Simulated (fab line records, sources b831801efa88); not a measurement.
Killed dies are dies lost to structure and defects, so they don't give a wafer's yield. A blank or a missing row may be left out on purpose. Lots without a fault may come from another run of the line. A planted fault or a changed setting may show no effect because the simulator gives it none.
Chamber matching | flow sfq_line | SFQ_TRILAYER_I6_CMP_CMP_166 on cmp-01: 4 sister chambers
The step polishes SiO2. 8 wafers are shown with their chamber, then 9 later ones without.

WAFERS WITH THEIR CHAMBER
wafer  | chamber | motor_current_A (A) | time_to_endpoint_s (s)
L108.1 | 1       | 9.9                 | 202
L111.3 | 1       | 10.1                | 207
L112.1 | 0       | 9.3                 | 216
L112.5 | 3       | 9.4                 | 220
L112.6 | 2       | 10.7                | 231
L117.1 | 2       | 10.9                | 207
L117.4 | 3       | 10.0                | 226
L117.6 | 0       | 10.1                | 222

WAFERS WITHOUT THEIR CHAMBER
wafer  | motor_current_A (A) | time_to_endpoint_s (s)
L119.4 | 10.6                | 195
L119.5 | 9.9                 | 203
L119.6 | 10.1                | 200
L122.1 | 10.2                | 203
L122.2 | 9.5                 | 203
L122.6 | 9.7                 | 209
L128.2 | 9.4                 | 214
L128.5 | 10.5                | 227
L128.6 | 10.4                | 220

WHICH CHAMBER EACH WENT THROUGH
wafer  | from the rows above               | in truth
L119.4 | can't be placed: 1 or 2 or 0 or 3 | 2
L119.5 | can't be placed: 1 or 0 or 3      | 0
L119.6 | can't be placed: 1 or 0           | 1
L122.1 | can't be placed: 1 or 0 or 2      | 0
L122.2 | can't be placed: 1 or 0 or 3      | 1
L122.6 | can't be placed: 1 or 0 or 3      | 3
L128.2 | can't be placed: 0 or 3 or 1      | 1
L128.5 | can't be placed: 2 or 3 or 0 or 1 | 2
L128.6 | can't be placed: 2 or 0 or 3 or 1 | 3
Placed correctly: 0 of 9. Can't be placed from these rows: 9 (the true chamber is among the candidates in 9). Placed wrongly: 0.
How it was worked out, from the rows above alone: a wafer's distance from a chamber is the root of the sum, over the readings, of the square of ((its reading less the chamber's mean) divided by the reading's scatter). The wafer belongs to the nearest chamber; if the next one is less than 2 further off, it can't be placed. A chamber's mean is the mean of its shown wafers. The scatter: the root of (the sum of the squares of (reading less its chamber's mean) over the shown wafers, divided by (wafers less chambers)).
